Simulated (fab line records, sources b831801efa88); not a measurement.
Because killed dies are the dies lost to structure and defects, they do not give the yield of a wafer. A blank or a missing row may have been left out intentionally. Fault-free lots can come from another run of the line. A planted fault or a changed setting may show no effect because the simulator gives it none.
Which tool did it? / flow gf180mcu / Sampling: 14 lots, 42 wafers, 2 of 602 route steps

WHAT THE GAUGES READ, wafer by wafer
GF_V1_THK_MEAS_03. Usual: for V1_CVD_02_THK the level is 853 nm and the standard deviation is 11.
lot=L206; measured=day 17 02:23; on=film metro-02; V1_CVD_02_THK (nm)=843 837 856; flag=
lot=L207; measured=day 17 10:13; on=film metro-02; V1_CVD_02_THK (nm)=850 858 870; flag=
lot=L208; measured=day 17 22:33; on=film metro-04; V1_CVD_02_THK (nm)=847 835 850; flag=
lot=L209; measured=day 18 02:08; on=film metro-02; V1_CVD_02_THK (nm)=851 853 868; flag=
lot=L211; measured=day 19 01:58; on=film metro-03; V1_CVD_02_THK (nm)=842 869 864; flag=
lot=L213; measured=day 20 03:59; on=film metro-03; V1_CVD_02_THK (nm)=844 859 872; flag=
lot=L214; measured=day 20 07:27; on=film metro-02; V1_CVD_02_THK (nm)=838 836 851; flag=
lot=L215; measured=day 20 15:58; on=film metro-04; V1_CVD_02_THK (nm)=844 860 875; flag=
lot=L216; measured=day 20 22:41; on=film metro-02; V1_CVD_02_THK (nm)=844 847 871; flag=
lot=L217; measured=day 21 07:16; on=film metro-04; V1_CVD_02_THK (nm)=846 851 860; flag=
lot=L218; measured=day 21 15:33; on=film metro-02; V1_CVD_02_THK (nm)=822 842 859; flag=
lot=L222; measured=day 23 02:22; on=film metro-04; V1_CVD_02_THK (nm)=854 853 838; flag=
lot=L223; measured=day 23 09:26; on=film metro-03; V1_CVD_02_THK (nm)=1295 867 857 1297 867 857; flag=OFF
lot=L225; measured=day 23 23:08; on=film metro-04; V1_CVD_02_THK (nm)=859 1301 1325 859 1302 1324; flag=OFF

WHICH TOOL RAN EACH LOT (tool, then ch and the chambers of the sampled wafers, then the start)
lot=L206; GF_V1_CVD_02=pecvd-02 ch 0,1,2, day 17 02:19
lot=L207; GF_V1_CVD_02=pecvd-02 ch 0,2, day 17 10:08
lot=L208; GF_V1_CVD_02=pecvd-01 ch 1,2, day 17 22:29
lot=L209; GF_V1_CVD_02=pecvd-04 ch 0,1, day 18 02:02
lot=L211; GF_V1_CVD_02=pecvd-04 ch 0,1, day 19 01:53
lot=L213; GF_V1_CVD_02=pecvd-02 ch 1,2, day 20 03:55
lot=L214; GF_V1_CVD_02=pecvd-02 ch 0,1,2, day 20 07:23
lot=L215; GF_V1_CVD_02=pecvd-01 ch 0,1,2, day 20 15:52
lot=L216; GF_V1_CVD_02=pecvd-04 ch 0,2, day 20 22:37
lot=L217; GF_V1_CVD_02=pecvd-01 ch 1,2, day 21 07:11
lot=L218; GF_V1_CVD_02=pecvd-04 ch 0,1,2, day 21 15:29
lot=L222; GF_V1_CVD_02=pecvd-01 ch 0,1,2, day 23 02:18
lot=L223; GF_V1_CVD_02=pecvd-04 ch 0,1,2, day 23 09:21
lot=L225; GF_V1_CVD_02=pecvd-04 ch 0,1, day 23 23:04
- GF_V1_CVD_02: deposits SiO2 from TEOS, target thk 850 nm, time 94.851 s.

AS READ BY THE TOOLS THEMSELVES (means over the sampled wafers that have a number; for cases with no such wafer, the mark the record gives instead)
GF_V1_CVD_02. Usual: 659 W for heater power w, sd 85.
lot=L206; tool=pecvd-02; heater power w (W)=700; flag=
lot=L207; tool=pecvd-02; heater power w (W)=725; flag=
lot=L208; tool=pecvd-01; heater power w (W)=656; flag=
lot=L209; tool=pecvd-04; heater power w (W)=653; flag=
lot=L211; tool=pecvd-04; heater power w (W)=639; flag=
lot=L213; tool=pecvd-02; heater power w (W)=648; flag=
lot=L214; tool=pecvd-02; heater power w (W)=754; flag=
lot=L215; tool=pecvd-01; heater power w (W)=603; flag=
lot=L216; tool=pecvd-04; heater power w (W)=669; flag=
lot=L217; tool=pecvd-01; heater power w (W)=645; flag=
lot=L218; tool=pecvd-04; heater power w (W)=696; flag=
lot=L222; tool=pecvd-01; heater power w (W)=607; flag=
lot=L223; tool=pecvd-04; heater power w (W)=676; flag=
lot=L225; tool=pecvd-04; heater power w (W)=641; flag=

THE ANSWER, worked out from the rows above alone
Rule: a lot counts as off when the mean over its wafers that have a number is more than 3 standard deviations away from the usual mean. Also off: a lot with no number at a reading for which 4 or more lots have one. The other lots that the step has rows for count as sound. First the gauges in route order, then the tools' own readings, where a lot's mean is used as printed above. The first step at which some lot is off is used, and at that step the reading that is off furthest; a lot without a number counts as furthest.
Off: L223, L225, seen at GF_V1_THK_MEAS_03 (V1_CVD_02_THK).
If a tool, at a process step before that reading, ran all the lots that are off and no sound lot after the first of them, it fits. Those tools and the gauges at GF_V1_THK_MEAS_03 are tried in the same way. One fits: GF_V1_CVD_02 on pecvd-04. Its last sound lot is L218 (day 21 15:29), its first lot that is off L223 (day 23 09:21): a fault that began between those two fits.

WHAT HAD BEEN PUT IN BY THE SIMULATOR
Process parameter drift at GF_V1_CVD_02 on pecvd-04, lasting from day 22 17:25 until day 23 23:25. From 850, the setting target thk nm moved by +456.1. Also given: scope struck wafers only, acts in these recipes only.
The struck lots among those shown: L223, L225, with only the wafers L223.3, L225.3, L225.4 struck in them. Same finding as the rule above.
